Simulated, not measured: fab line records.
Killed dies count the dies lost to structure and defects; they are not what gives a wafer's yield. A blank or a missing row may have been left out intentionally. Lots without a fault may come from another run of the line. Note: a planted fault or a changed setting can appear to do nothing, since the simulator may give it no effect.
fab line records	flow sky130
record: lots: 6	wafers: 18	lastDay: 50
route steps=708 shown METAL5@671 PASSIVATION@681 PAD_OPEN@694
lots that met no fault: taken from a fault-free run of the same line
startH: hours from the record's opening day to when the first of the lot's shown wafers began	waitH: how many hours have passed since the lot's step before this one	" same as the row above	L1.1+2: a single row standing in for several wafers	- no value, or no start given	* or withheld: withheld	< > ~ a bound
route shown NAME@n: names a module that has steps shown in the file, with the first one's number in the route	usual: mean and standard deviation over wafers with no fault	same: alike in all rows	chamber/n: place in a boat	sites: the reading at each site	_std_site: standard deviation across them	_edge_site: mean of outer sites minus mean of inner sites	radiusMm: how far each site lies from the wafer's centre	mask NAME#n: copy n	behind: the most recent tool/chamber to have shaped the wafer	hold: what put the lot on hold/how long, in hours/how the hold closed	device: transistor that didn't switch, given as n, p or np	end of line: tests of these same wafers at the route's end	a step without rows: its recipe alone	killed: at the first sort, the dies lost to defects and structure; wafer yield is something else	map: dies across one wafer; x = killed, . = not, _ = none there
set.NAME: the setting as run; set.NAME@STEP: as run at that earlier step	model.NAME: the simulator's own value behind a step, which no gauge read
a table for each step, a row for each wafer; lots at some steps of the route
services: when a tool's chamber went out of use (startH, in hours from the record's first day, below 0 if earlier), for how many hours, and the reason
== steps ==
step: SKY_METAL5_SOFTBAKE_10
recipe: tempC: 90	timeS: 60	resist: NOVOLAK
step: SKY_METAL5_EXPOSE_11
recipe: maskId: MM5	na: 0.6	sourceShape: conventional	sigmaOuter: 0.6	polarization: unpolarized	targetCdNm: 1600	doseMj: 190
step: SKY_METAL5_PEB_12
recipe: tempC: withheld	timeS: *	resist: NOVOLAK
step: SKY_METAL5_DEVELOP_13
recipe: resist: NOVOLAK	developer: TMAH	developTimeS: 60	devTempC: 23
step: SKY_METAL5_DESCUM_14
recipe: chemistry: O2	sourcePowerW: 150	biasPowerW: 0	pressureMtorr: 10	tempC: 40	timeS: 11
step: SKY_METAL5_METAL_ETCH_15
recipe: targetDepthA: 12600	stopOn: SiO2	overEtchFrac: 0.2	timeS: 252	chemistry: Cl2/BCl3	resistSidewallDeg: 86	pressureMtorr: 10	icpW: 900	biasW: 49.01	Cl2_flow_sccm: 60	bcl3FlowSccm: 30
usual: drypumpMotorCurrentA: 5.7/0.51	heBacksideLeakSccm: 3.40/0.17	oesProductAu: 0.893/0.0051	throttleValvePct: 22.264/0.008
lot.wafer	tool	chamber	startH	waitH	drypumpMotorCurrentA	heBacksideLeakSccm	oesProductAu	rfHoursCounterH	throttleValvePct
L261.3	rieMetal-04	1	1051.30	0.1	4.9	3.52	0.896	-	22.266
L261.5	"	0	"	"	5.8	3.58	0.900	-	22.264
L261.6	"	1	"	"	4.9	3.42	0.892	-	22.254
L270.1	rieMetal-03	1	1112.27	0.0	5.8	3.43	0.894	18	22.258
L270.4	"	0	"	"	6.5	3.36	0.887	-	22.265
L270.5	"	0	"	"	6.5	3.50	0.898	-	22.263
L269.3	rieMetal-03	1	1113.89	0.1	5.7	3.09	0.891	-	22.259
L269.5	"	0	"	"	6.5	3.54	0.892	-	22.257
L269.6	"	1	"	"	5.8	3.21	0.892	-	22.260
L273.3	rieMetal-03	0	1125.44	0.1	6.4	3.42	0.891	-	22.254
L273.5	"	0	"	"	6.4	3.44	0.888	-	22.258
L273.6	"	1	"	"	5.7	3.42	0.889	-	22.277
L276.3	rieMetal-04	1	1146.25	0.1	4.9	3.45	0.896	-	22.275
L276.4	"	0	"	"	5.9	3.73	0.886	-	22.257
L276.6	"	0	"	"	5.8	3.58	0.889	-	22.258
L279.2	rieMetal-03	1	1159.67	0.0	5.8	3.21	0.895	23	22.259
L279.5	"	0	"	"	6.4	3.31	0.893	-	22.270
L279.6	"	1	"	"	5.7	3.35	0.894	-	22.261
step: SKY_METAL5_STRIP_16
recipe: chemistry: O2/N2	powerW: 1400	pressureMtorr: 1500	platenTempC: withheld	o2FlowSccm: 3000	n2FlowSccm: 300	overashFraction: 0.5
usual: drypumpMotorCurrentA: 5.5/0.62	oesProductAu: 0.710/0.0045	stripTimeToEndpointS: 12.85/0.16
lot.wafer	tool	chamber	startH	waitH	drypumpMotorCurrentA	oesProductAu	rfHoursCounterH	stripTimeToEndpointS
L261.3	plasmaAsher-04	1	1051.49	0.1	5.8	0.705	-	12.58
L261.5	"	1	"	"	5.8	0.718	-	13.03
L261.6	"	0	"	"	6.6	0.710	-	12.71
L270.1	plasmaAsher-01	1	1112.51	0.2	4.8	0.716	4	12.80
L270.4	"	1	"	"	4.9	0.708	-	12.82
L270.5	"	0	"	"	5.2	0.714	-	12.76
L269.3	plasmaAsher-02	0	1114.08	0.1	5.0	0.712	-	12.89
L269.5	"	0	"	"	5.0	0.721	-	12.88
L269.6	"	1	"	"	6.1	0.719	-	12.82
L273.3	plasmaAsher-01	1	1125.63	0.1	4.8	0.706	-	12.96
L273.5	"	1	"	"	4.8	0.717	-	12.88
L273.6	"	0	"	"	5.2	0.710	-	12.94
L276.3	plasmaAsher-02	1	1146.44	0.1	6.1	0.714	-	12.56
L276.4	"	0	"	"	5.0	0.707	-	13.17
L276.6	"	1	"	"	6.1	0.709	-	13.12
L279.2	plasmaAsher-04	0	1159.91	0.2	6.7	0.714	103	12.77
L279.5	"	0	"	"	6.6	0.709	-	12.87
L279.6	"	1	"	"	5.8	0.718	-	12.80
step: SKY_METAL5_STRIP_17
recipe: chemistry: postEtchResidueRemover	timeS: 1200	tempC: 72.5
step: SKY_METAL5_CLEAN_18
recipe: chemistry: IPA	timeS: 180	tempC: 25
step: SKY_METAL5_CLEAN_19
recipe: chemistry: O3/DIW	dry: n2Spin
step: SKY_PASSIVATION_CVD_00
recipe: material: SiO2	targetThkNm: 90	tempC: 400	timeS: withheld	rfW: 600
usual: heaterPowerW: 640/84	rfFwdPowerW: 587.2/2.8
lot.wafer	tool	chamber	startH	waitH	heaterPowerW	rfFwdPowerW
L261.3	pecvd-03	2	1052.05	0.0	694	583.9
L261.5	"	2	"	"	710	583.6
L261.6	"	0	"	"	505	583.8
L270.1	pecvd-04	2	1113.39	0.0	654	592.3
L270.4	"	2	"	"	641	591.3
L270.5	"	1	"	"	819	588.8
L269.3	pecvd-04	2	1114.68	0.0	713	586.3
L269.5	"	0	"	"	619	588.7
L269.6	"	1	"	"	812	589.5
L273.3	pecvd-04	1	1126.23	0.0	791	588.5
L273.5	"	2	"	"	693	589.7
L273.6	"	0	"	"	632	586.0
L276.3	pecvd-02	0	1147.00	0.0	573	584.6
L276.4	"	1	"	"	724	585.9
L276.6	"	0	"	"	572	585.7
L279.2	pecvd-04	0	1160.50	0.0	592	586.7
L279.5	"	1	"	"	816	591.1
L279.6	"	0	"	"	591	588.5
step: SKY_PASSIVATION_THK_MEAS_01
recipe: reads: SiO2_of_PASSIVATION_CVD_00
usual: PASSIVATION_CVD_00_THK: 90.3/1.4
lot.wafer	tool	chamber	startH	waitH	PASSIVATION_CVD_00_THK[nm]
L261.3	filmMetro-02	-	1052.09	-	91.2
L261.5	"	-	"	"	92.0
L261.6	"	-	"	"	90.0
L270.1	filmMetro-02	-	1113.42	-	91.1
L270.4	"	-	"	"	92.8
L270.5	"	-	"	"	93.6
L269.3	filmMetro-04	-	1114.72	-	90.4
L269.5	"	-	"	"	92.3
L269.6	"	-	"	"	92.7
L273.3	filmMetro-04	-	1126.27	-	91.1
L273.5	"	-	"	"	91.9
L273.6	"	-	"	"	90.8
L276.3	filmMetro-02	-	1147.04	-	88.7
L276.4	"	-	"	"	92.1
L276.6	"	-	"	"	90.9
L279.2	filmMetro-01	-	1160.53	-	87.2
L279.5	"	-	"	"	90.1
L279.6	"	-	"	"	89.0
step: SKY_PASSIVATION_CVD_02
recipe: material: Si3N4	targetThkNm: 540	tempC: 400	timeS: withheld	rfW: 450
usual: heaterPowerW: 682/80	rfFwdPowerW: 449.0/1.4
lot.wafer	tool	chamber	startH	waitH	heaterPowerW	rfFwdPowerW	model.Si3N4_of_PASSIVATION_CVD_02.thkNm
L261.3	pecvd-02	2	1052.13	0.0	696	450.4	540.4
L261.5	"	0	"	"	602	446.9	544.7
L261.6	"	2	"	"	723	451.5	543.9
L270.1	pecvd-02	0	1113.48	0.1	719	266.4	465.2
L270.4	"	2	"	"	729	450.4	553.2
L270.5	"	1	"	"	733	447.3	550.8
L269.3	pecvd-02	2	1114.76	0.0	716	450.3	543.8
L269.5	"	1	"	"	621	447.4	549.9
L269.6	"	0	"	"	648	268.7	470.9
L273.3	pecvd-03	1	1126.31	0.0	631	451.3	526.8
L273.5	"	0	"	"	636	448.8	550.1
L273.6	"	1	"	"	660	448.9	537.5
L276.3	pecvd-04	2	1147.08	0.0	719	448.1	550.7
L276.4	"	2	"	"	741	448.5	549.5
L276.6	"	0	"	"	682	450.2	547.8
L279.2	pecvd-03	0	1160.58	0.0	585	448.2	540.1
L279.5	"	1	"	"	619	449.2	537.4
L279.6	"	0	"	"	604	449.5	555.2
step: SKY_PASSIVATION_THK_MEAS_03
recipe: reads: Si3N4_of_PASSIVATION_CVD_02
usual: PASSIVATION_CVD_02_THK: 542/7
lot.wafer	tool	chamber	startH	waitH	PASSIVATION_CVD_02_THK[nm]
L261.3	filmMetro-01	-	1052.38	-	540
L261.5	"	-	"	"	545
L261.6	"	-	"	"	544
L270.1	filmMetro-01	-	1113.70	-	465
L270.4	"	-	"	"	553
L270.5	"	-	"	"	551
L269.3	filmMetro-02	-	1115.00	-	544
L269.5	"	-	"	"	550
L269.6	"	-	"	"	471
L273.3	filmMetro-04	-	1126.56	-	527
L273.5	"	-	"	"	551
L273.6	"	-	"	"	537
L276.3	filmMetro-01	-	1147.33	-	551
L276.4	"	-	"	"	550
L276.6	"	-	"	"	548
L279.2	filmMetro-01	-	1160.82	-	540
L279.5	"	-	"	"	538
L279.6	"	-	"	"	555
step: SKY_PASSIVATION_DEHYDRATE_04
recipe: tempC: 200	timeS: 60
step: SKY_PASSIVATION_HMDS_05
recipe: primeTimeS: 60	primeTempC: 120
step: SKY_PASSIVATION_COAT_06
recipe: spinRpm: 2000	resistThkNm: 3000
step: SKY_PASSIVATION_SOFTBAKE_07
recipe: tempC: 110	timeS: withheld
step: SKY_PASSIVATION_EXPOSE_08
recipe: maskId: NSM	targetCdNm: 3000	na: 0.57	doseMj: 262.1
step: SKY_PASSIVATION_PEB_09
recipe: tempC: 115	timeS: withheld
step: SKY_PASSIVATION_DEVELOP_10
recipe: developTimeS: 60	devTempC: 23
step: SKY_PASSIVATION_ETCH_11
recipe: chemistry: CF4/O2	targetDepthNm: 725	stopOn: AlCu	sourceW: 800	biasW: 150	pressureMtorr: 150	cf4FlowSccm: 80	O2_flow_sccm: 10	timeS: 161.1
usual: drypumpMotorCurrentA: 6.0/0.37	oesProductAu: 0.978/0.0073	throttleValvePct: 5.964/0.0095
lot.wafer	tool	chamber	startH	waitH	drypumpMotorCurrentA	oesProductAu	rfHoursCounterH	throttleValvePct	model.etch.depthNm	model.PASSIVATION.featureDepthNm
L261.3	rieDiel-01	2	1073.59	-	6.3	0.984	19	5.960	705.9	705.9
L261.5	"	1	"	"	5.4	0.986	-	5.959	711.6	711.6
L261.6	"	0	"	"	5.6	0.986	-	5.950	707.8	707.8
L270.1	rieDiel-01	2	1133.44	-	6.3	0.911	22	5.939	630.9	630.9
L270.4	"	0	"	"	5.6	0.979	20	5.974	709.6	709.6
L270.5	"	2	"	"	6.4	0.993	-	5.971	719.4	719.4
L269.3	rieDiel-04	1	1134.26	-	6.1	0.979	14	5.959	707.9	707.9
L269.5	"	1	"	"	6.1	0.984	-	5.975	712.4	712.4
L269.6	"	2	"	"	5.8	0.922	-	5.953	637.1	637.1
L273.3	rieDiel-04	1	1144.69	-	6.1	0.960	15	5.975	691.7	691.7
L273.5	"	2	"	"	5.8	0.971	-	5.983	705.7	705.7
L273.6	"	1	"	"	6.1	0.972	-	5.968	702.2	702.2
L276.3	rieDiel-01	1	1164.64	-	5.4	0.989	25	5.965	714.7	714.7
L276.4	"	2	"	"	6.3	0.989	23	5.966	717.3	717.3
L276.6	"	3	"	"	6.5	0.995	-	5.968	714.3	714.3
L279.2	rieDiel-03	3	1177.96	-	6.2	0.974	31	5.949	701.3	701.3
L279.5	"	2	"	"	6.2	0.977	-	5.958	701.9	701.9
L279.6	"	1	"	"	5.7	0.985	-	5.975	708.7	708.7
step: SKY_PASSIVATION_STRIP_12
recipe: chemistry: O2/N2	powerW: 1400	pressureMtorr: 1500	platenTempC: withheld	overashFraction: 0.7	o2FlowSccm: 3000	n2FlowSccm: 300
usual: drypumpMotorCurrentA: 5.7/0.55	oesProductAu: 0.660/0.0047	stripTimeToEndpointS: 31.52/0.13
lot.wafer	tool	chamber	startH	waitH	drypumpMotorCurrentA	oesProductAu	rfHoursCounterH	stripTimeToEndpointS
L261.3	plasmaAsher-02	0	1073.73	0.1	5.0	0.659	-	31.47
L261.5	"	0	"	"	5.0	0.660	-	31.36
L261.6	"	1	"	"	6.1	0.654	-	31.51
L270.1	plasmaAsher-02	0	1133.55	0.1	5.0	0.660	68	31.48
L270.4	"	1	"	"	6.1	0.662	-	31.65
L270.5	"	1	"	"	6.1	0.667	-	31.58
L269.3	plasmaAsher-03	1	1134.40	0.1	5.4	0.660	-	31.46
L269.5	"	1	"	"	5.4	0.656	-	31.59
L269.6	"	0	"	"	5.5	0.656	-	31.64
L273.3	plasmaAsher-02	0	1144.83	0.1	4.9	0.657	-	31.76
L273.5	"	0	"	"	4.9	0.665	-	31.56
L273.6	"	1	"	"	6.1	0.654	-	31.80
L276.3	plasmaAsher-03	0	1164.78	0.1	5.5	0.658	-	31.59
L276.4	"	1	"	"	5.4	0.666	-	31.68
L276.6	"	1	"	"	5.3	0.661	-	31.53
L279.2	plasmaAsher-03	0	1178.07	0.1	5.5	0.658	42	31.43
L279.5	"	1	"	"	5.3	0.657	-	31.52
L279.6	"	0	"	"	5.5	0.657	-	31.69
step: SKY_PAD_OPEN_DEHYDRATE_00
recipe: tempC: 200	timeS: 60
step: SKY_PAD_OPEN_HMDS_01
recipe: primeTimeS: 60	primeTempC: 120
step: SKY_PAD_OPEN_COAT_02
recipe: spinRpm: 2000	resistThkNm: 3000
step: SKY_PAD_OPEN_SOFTBAKE_03
recipe: tempC: 110	timeS: withheld
step: SKY_PAD_OPEN_EXPOSE_04
recipe: maskId: PDM	targetCdNm: 60000	na: 0.57	doseMj: 260
step: SKY_PAD_OPEN_PEB_05
recipe: tempC: 115	timeS: withheld
step: SKY_PAD_OPEN_DEVELOP_06
recipe: developTimeS: 60	devTempC: 23
step: SKY_PAD_OPEN_ETCH_07
recipe: chemistry: CF4/O2	targetDepthNm: 725	stopOn: AlCu	sourceW: 800	biasW: 150	pressureMtorr: 150	cf4FlowSccm: 80	O2_flow_sccm: 10	timeS: 161.1
usual: drypumpMotorCurrentA: 5.8/0.47	oesProductAu: 0.978/0.0072	throttleValvePct: 5.966/0.0095
lot.wafer	tool	chamber	startH	waitH	drypumpMotorCurrentA	oesProductAu	rfHoursCounterH	throttleValvePct	model.etch.depthNm	model.PAD_OPEN.featureDepthNm
L261.3	rieDiel-01	0	1094.99	-	5.6	0.982	19	5.959	705.9	705.9
L261.5	"	1	"	"	5.4	0.978	-	5.959	711.6	711.6
L261.6	"	2	"	"	6.3	0.976	-	5.970	707.8	707.8
L270.1	rieDiel-03	0	1151.96	-	6.1	0.922	25	5.943	630.9	630.9
L270.4	"	3	"	"	6.2	0.976	30	5.963	721.1	721.1
L270.5	"	2	"	"	6.1	0.982	-	5.959	711.1	711.1
L269.3	rieDiel-01	1	1152.79	-	5.4	0.977	24	5.975	707.9	707.9
L269.5	"	0	"	"	5.7	0.984	-	5.985	714.8	714.8
L269.6	"	1	"	"	5.4	0.921	-	5.948	637.1	637.1
L273.3	rieDiel-02	1	1162.64	-	5.9	0.969	-	5.968	691.7	691.7
L273.5	"	1	"	"	5.9	0.981	-	5.963	715.3	715.3
L273.6	"	3	"	"	4.9	0.974	-	5.980	702.2	702.2
L276.3	rieDiel-03	0	1181.21	-	6.1	0.990	26	5.962	712.9	712.9
L276.4	"	3	"	"	6.2	0.988	31	5.969	717.3	717.3
L276.6	"	1	"	"	5.7	0.977	-	5.964	714.3	714.3
L279.2	rieDiel-02	0	1194.68	-	5.5	0.972	21	5.966	701.3	701.3
L279.5	"	3	"	"	4.9	0.970	-	5.956	701.9	701.9
L279.6	"	0	"	"	5.6	0.986	-	5.963	718.7	718.7
step: SKY_PAD_OPEN_STRIP_08
recipe: chemistry: O2/N2	powerW: 1400	pressureMtorr: 1500	platenTempC: withheld	overashFraction: 0.7	o2FlowSccm: 3000	n2FlowSccm: 300
usual: drypumpMotorCurrentA: 5.4/0.45	oesProductAu: 0.663/0.0041	stripTimeToEndpointS: 37.10/0.12
lot.wafer	tool	chamber	startH	waitH	drypumpMotorCurrentA	oesProductAu	rfHoursCounterH	stripTimeToEndpointS
L261.3	plasmaAsher-01	1	1095.13	0.1	4.9	0.659	-	37.01
L261.5	"	0	"	"	5.2	0.659	-	36.87
L261.6	"	1	"	"	4.8	0.663	-	36.92
L270.1	plasmaAsher-02	1	1152.07	0.1	6.1	0.664	69	37.12
L270.4	"	0	"	"	5.0	0.663	-	37.18
L270.5	"	1	"	"	6.1	0.661	-	37.07
L269.3	plasmaAsher-03	1	1152.93	0.1	5.3	0.671	-	37.17
L269.5	"	0	"	"	5.5	0.666	-	37.12
L269.6	"	1	"	"	5.4	0.658	-	37.04
L273.3	plasmaAsher-02	0	1162.78	0.1	5.0	0.668	-	37.11
L273.5	"	1	"	"	6.1	0.655	-	37.07
L273.6	"	0	"	"	4.9	0.664	-	37.09
L276.3	plasmaAsher-03	1	1181.35	0.1	5.4	0.658	-	37.24
L276.4	"	0	"	"	5.5	0.659	-	37.24
L276.6	"	0	"	"	5.5	0.661	-	37.17
L279.2	plasmaAsher-02	0	1194.78	0.1	5.0	0.657	74	37.11
L279.5	"	1	"	"	6.1	0.670	-	37.07
L279.6	"	0	"	"	4.9	0.660	-	37.06
step: SKY_PAD_OPEN_STRIP_09
recipe: chemistry: postEtchResidueRemover	timeS: 1200	tempC: 72.5
usual: bathHeatDutyPct: 14.9/2.3
lot.wafer	tool	chamber	startH	waitH	bathHeatDutyPct	model.Si3N4_of_PASSIVATION_CVD_02.thkNm
L261.3	wetBench-04	2	1095.20	0.0	15.0	540
L261.5	"	2	"	"	15.8	544.3
L261.6	"	2	"	"	15.6	543.5
L270.1	wetBench-03	1	1152.17	0.1	13.0	464.8
L270.4	"	1	"	"	13.1	552.8
L270.5	"	1	"	"	14.3	550.4
L269.3	wetBench-04	0	1153.00	0.0	13.4	543.4
L269.5	"	0	"	"	13.2	549.5
L269.6	"	0	"	"	15.0	470.6
L273.3	wetBench-01	1	1162.85	0.0	16.1	526.5
L273.5	"	1	"	"	15.6	549.8
L273.6	"	1	"	"	17.4	537.1
L276.3	wetBench-01	2	1181.42	0.0	13.0	550.4
L276.4	"	2	"	"	13.0	549.1
L276.6	"	2	"	"	13.7	547.4
L279.2	wetBench-01	2	1194.90	0.1	12.9	539.8
L279.5	"	2	"	"	12.7	537
L279.6	"	2	"	"	13.9	554.9
step: SKY_PAD_OPEN_CLEAN_10
recipe: chemistry: IPA	timeS: 180	tempC: 25
step: SKY_PAD_OPEN_PROBE_99
usual: defectLimitedYield: 82.8/1.8	killed_at_M0_to_M3: 42/5.8	killed_at_M4_up: 3.0/2	killedAtContacts: 24/5.5	killedAtFrontEnd: 15/3.9	killedAtOther: 0.3/0.54	killedDies: 85/8.8	killedOpen: 47/6.8	killedShort: 38/5.9	sort_bin_3_pad_short: 0.9/0.41	sort_bin_5_function: 10.1/1.4	sort_bin_6_memory: 6.2/1.2	sortNPass: 407/8.8	sortYieldPct: 82.8/1.8
same: grossDies: 492	killedAtBackSide: 0	sort_bin_4_leakage[%]: 0	sort_bin_8_speed[%]: 0
lot.wafer	tool	chamber	startH	waitH	defectLimitedYield[%]	killed_at_M0_to_M3	killed_at_M4_up	killedAtContacts	killedAtFrontEnd	killedAtOther	killedDies	killedOpen	killedShort	sort_bin_3_pad_short[%]	sort_bin_5_function[%]	sort_bin_6_memory[%]	sortNPass	sortYieldPct[%]
L261.3	prober-02	-	1097.44	0.2	82.9	43	2	19	20	0	84	47	37	0.6	9.3	7.1	408	82.9
L261.5	prober-02	-	1097.54	0.2	82.1	42	3	29	14	0	88	55	33	0.8	10.0	7.1	404	82.1
L261.6	prober-02	-	1097.59	0.2	86.4	33	1	23	10	0	67	37	30	0.6	8.5	4.5	425	86.4
L270.1	prober-02	-	1154.28	0.1	78.7	56	5	32	12	0	105	52	53	0.2	14.2	6.9	387	78.7
L270.4	prober-02	-	1154.43	0.2	86.2	31	6	19	12	0	68	36	32	0.6	7.3	5.9	424	86.2
L270.5	prober-02	-	1154.48	0.2	79.9	53	5	28	13	0	99	53	46	1.4	12.6	6.1	393	79.9
L269.3	prober-01	-	1155.27	0.2	83.7	43	4	21	12	0	80	51	29	1.0	8.1	7.1	412	83.7
L269.5	prober-01	-	1155.37	0.2	84.3	43	2	18	14	0	77	49	28	1.0	9.8	4.9	415	84.3
L269.6	prober-01	-	1155.42	0.2	81.1	50	2	29	12	0	93	54	39	1.6	11.4	5.9	399	81.1
L273.3	prober-02	-	1165.07	0.2	84.6	44	6	15	11	0	76	42	34	0.6	10.2	4.7	416	84.6
L273.5	prober-02	-	1165.17	0.2	82.1	37	3	33	14	1	88	46	42	1.8	10.0	6.1	404	82.1
L273.6	prober-02	-	1165.22	0.2	83.1	44	3	20	16	0	83	42	41	1.4	9.8	5.7	409	83.1
L276.3	prober-02	-	1183.67	0.2	83.5	41	4	24	12	0	81	47	34	1.2	9.8	5.5	411	83.5
L276.4	prober-02	-	1183.72	0.2	82.9	42	3	22	17	0	84	39	45	1.4	10.0	5.7	408	82.9
L276.6	prober-02	-	1183.82	0.2	82.9	42	2	16	23	1	84	46	36	0.6	10.8	5.7	408	82.9
L279.2	prober-02	-	1197.06	0.1	83.3	42	2	27	11	0	82	48	34	0.2	8.5	7.9	410	83.3
L279.5	prober-02	-	1197.21	0.2	84.1	42	2	20	14	0	78	36	42	0.4	10.6	4.9	414	84.1
L279.6	prober-02	-	1197.26	0.2	85.0	36	5	22	11	0	74	40	33	1.0	9.3	4.7	418	85.0
killed by level:class
L261.3 VIA1:geometricParticle:open=10 POLY_GATE:geometricParticle:open=6 CONTACT:geometricParticle:open=6 VIA2:geometricParticle:open=6 CONTACT:geometricParticle:short=5 VIA3:geometricParticle:open=5 POLY_GATE:geometricParticle:short=4 LI_CONTACT:geometricParticle:open=4
L261.5 LI_CONTACT:geometricParticle:open=12 VIA1:geometricParticle:open=11 CONTACT:geometricParticle:open=8 VIA2:geometricParticle:open=8 POLY_GATE:geometricParticle:open=5 METAL2:geometricParticle:short=5 LI_CONTACT:geometricParticle:short=4 VIA2:geometricParticle:short=4
L261.6 CONTACT:geometricParticle:open=8 LI_CONTACT:geometricParticle:open=6 VIA1:geometricParticle:open=5 METAL2:geometricParticle:short=5 VIA2:geometricParticle:open=5 FIELD_ISO:geometricParticle:short=4 LI_CONTACT:geometricParticle:short=4 VIA3:geometricParticle:short=4
L270.1 CONTACT:geometricParticle:open=13 VIA2:geometricParticle:open=11 LI_CONTACT:geometricParticle:open=9 VIA1:geometricParticle:open=9 METAL2:geometricParticle:short=9 METAL1:geometricParticle:short=6 FIELD_ISO:geometricParticle:open=5 LI_CONTACT:geometricParticle:short=5
L270.4 CONTACT:geometricParticle:open=9 METAL1:geometricParticle:short=6 VIA1:geometricParticle:open=6 VIA2:geometricParticle:open=6 VIA3:geometricParticle:open=6 METAL4:geometricParticle:short=6 POLY_GATE:geometricParticle:short=5 LI_CONTACT:geometricParticle:short=4
L270.5 CONTACT:geometricParticle:open=15 METAL2:geometricParticle:short=10 VIA2:geometricParticle:open=9 VIA3:geometricParticle:open=8 METAL1:geometricParticle:short=7 VIA1:geometricParticle:open=7 METAL3:geometricParticle:short=5 CONTACT:geometricParticle:short=4
L269.3 VIA1:geometricParticle:open=11 CONTACT:geometricParticle:open=9 VIA2:geometricParticle:open=8 VIA3:geometricParticle:open=6 FIELD_ISO:geometricParticle:open=5 LI_CONTACT:geometricParticle:open=5 CONTACT:geometricParticle:short=4 VIA1:geometricParticle:short=4
L269.5 VIA1:geometricParticle:open=12 CONTACT:geometricParticle:open=10 VIA2:geometricParticle:open=8 VIA3:geometricParticle:open=7 FIELD_ISO:geometricParticle:short=5 METAL2:geometricParticle:short=4 SPACER:geometricParticle:open=3 VIA1:geometricParticle:short=3
L269.6 VIA3:geometricParticle:open=11 VIA2:geometricParticle:open=10 CONTACT:geometricParticle:open=10 LI_CONTACT:geometricParticle:open=9 VIA1:geometricParticle:open=9 METAL1:geometricParticle:short=8 CONTACT:geometricParticle:short=5 METAL2:geometricParticle:short=4
L273.3 VIA1:geometricParticle:open=13 METAL2:geometricParticle:short=8 VIA3:geometricParticle:open=7 LI_CONTACT:geometricParticle:open=6 CONTACT:geometricParticle:open=5 METAL3:geometricParticle:short=5 METAL1:geometricParticle:short=3 SPACER:geometricParticle:short=3
L273.5 CONTACT:geometricParticle:open=11 VIA1:geometricParticle:open=11 LI_CONTACT:geometricParticle:open=8 LI_CONTACT:geometricParticle:short=6 VIA1:geometricParticle:short=6 LOCAL_INTERCONNECT:geometricParticle:short=5 METAL2:geometricParticle:short=4 FIELD_ISO:geometricParticle:short=3
L273.6 CONTACT:geometricParticle:open=12 METAL2:geometricParticle:short=8 VIA3:geometricParticle:open=7 VIA2:geometricParticle:open=6 FIELD_ISO:geometricParticle:open=5 VIA1:geometricParticle:open=5 VIA3:geometricParticle:short=5 METAL1:geometricParticle:short=5
L276.3 LI_CONTACT:geometricParticle:open=8 VIA2:geometricParticle:open=8 CONTACT:geometricParticle:open=7 METAL2:geometricParticle:short=7 VIA1:geometricParticle:open=6 CONTACT:geometricParticle:short=4 VIA3:geometricParticle:open=4 METAL4:geometricParticle:short=4
L276.4 VIA1:geometricParticle:open=12 VIA1:geometricParticle:short=9 CONTACT:geometricParticle:open=8 LOCAL_INTERCONNECT:geometricParticle:short=6 METAL1:geometricParticle:short=6 FIELD_ISO:geometricParticle:open=5 VIA2:geometricParticle:open=5 POLY_GATE:geometricParticle:short=4
L276.6 VIA3:geometricParticle:open=12 METAL1:geometricParticle:short=6 VIA1:geometricParticle:open=6 SPACER:geometricParticle:short=5 LI_CONTACT:geometricParticle:open=5 VIA2:geometricParticle:open=5 FIELD_ISO:geometricParticle:open=4 CONTACT:geometricParticle:short=4
L279.2 LI_CONTACT:geometricParticle:open=11 VIA1:geometricParticle:open=10 VIA2:geometricParticle:open=7 LI_CONTACT:geometricParticle:short=5 VIA2:geometricParticle:short=5 VIA3:geometricParticle:open=5 FIELD_ISO:geometricParticle:open=4 LOCAL_INTERCONNECT:geometricParticle:short=4
L279.5 METAL2:geometricParticle:short=10 VIA2:geometricParticle:open=9 CONTACT:geometricParticle:open=6 METAL1:geometricParticle:short=6 VIA1:geometricParticle:open=6 FIELD_ISO:geometricParticle:short=5 CONTACT:geometricParticle:short=5 POLY_GATE:geometricParticle:open=4
L279.6 LI_CONTACT:geometricParticle:open=8 CONTACT:geometricParticle:open=8 VIA1:geometricParticle:open=6 VIA3:geometricParticle:open=6 CONTACT:geometricParticle:short=5 METAL1:geometricParticle:short=5 FIELD_ISO:geometricParticle:open=4 METAL2:geometricParticle:short=4
== services ==
tool	chamber	startH	hours	kind
pecvd-02	0	1046.27	2.2	repair
plasmaAsher-03	-	1047.32	3.5	repair
pecvd-03	-	1048.65	0.7	repair
plasmaAsher-01	-	1055.25	9.0	pm
pecvd-04	-	1060.65	2.9	repair
plasmaAsher-01	-	1064.17	3.8	repair
rieDiel-01	0	1064.98	8.0	repair
rieDiel-02	-	1082.54	0.7	repair
rieMetal-03	-	1085.98	0.7	repair
rieDiel-04	3	1088.08	12.6	repair
rieDiel-01	1	1096.45	5.3	repair
pecvd-04	2	1096.69	10.0	repair
rieDiel-04	0	1098.51	15.4	repair
rieMetal-03	1	1103.46	8.5	repair
rieDiel-04	0	1139.40	11.9	repair
pecvd-03	-	1144.69	0.6	repair
wetBench-03	-	1147.10	2.4	repair
rieDiel-02	2	1156.53	16.2	repair
rieDiel-02	0	1158.23	5.3	repair
rieMetal-03	0	1161.82	21.7	repair
pecvd-04	1	1173.99	15.5	repair
rieDiel-02	2	1180.98	6.2	repair
rieDiel-04	-	1186.01	0.4	repair
plasmaAsher-03	-	1187.69	2.8	pm
== key ==
firstSign: step: SKY_PASSIVATION_CVD_02	reading: rfFwdPowerW	direction: down	sigmas: 99+	usual: 449.0	struck: 267.6
effect: step: SKY_PASSIVATION_THK_MEAS_03	reading: PASSIVATION_CVD_02_THK	direction: down	sigmas: 11	usual: 542	struck: 468
effect: step: SKY_PASSIVATION_ETCH_11	reading: oesProductAu	direction: down	sigmas: 8.3	usual: 0.978	struck: 0.917
effect: step: SKY_PAD_OPEN_ETCH_07	reading: oesProductAu	direction: down	sigmas: 7.9	usual: 0.978	struck: 0.922
modelEffect: step: SKY_PASSIVATION_CVD_02	value: Si3N4_of_PASSIVATION_CVD_02.thkNm	without: 544.8	struck: 468.1
modelEffect: step: SKY_PASSIVATION_ETCH_11	value: etch.depthNm	without: 708	struck: 634
modelEffect: step: SKY_PAD_OPEN_ETCH_07	value: etch.depthNm	without: 703	struck: 634
modelEffect: step: SKY_PAD_OPEN_STRIP_09	value: Si3N4_of_PASSIVATION_CVD_02.thkNm	without: 544.4	struck: 467.7
metAt SKY_PASSIVATION_CVD_02
struckWafers L269.6,L270.1
onsetBetween 1052.13 1113.48
fault: kind: processParameterDrift	tool: pecvd-02	chamber: 0	onsetH: 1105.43	steps: SKY_PASSIVATION_CVD_02	channel: rfW	offset: -180	shape: step	endH: 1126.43	actsIn: theseRecipesOnly	stated: 450
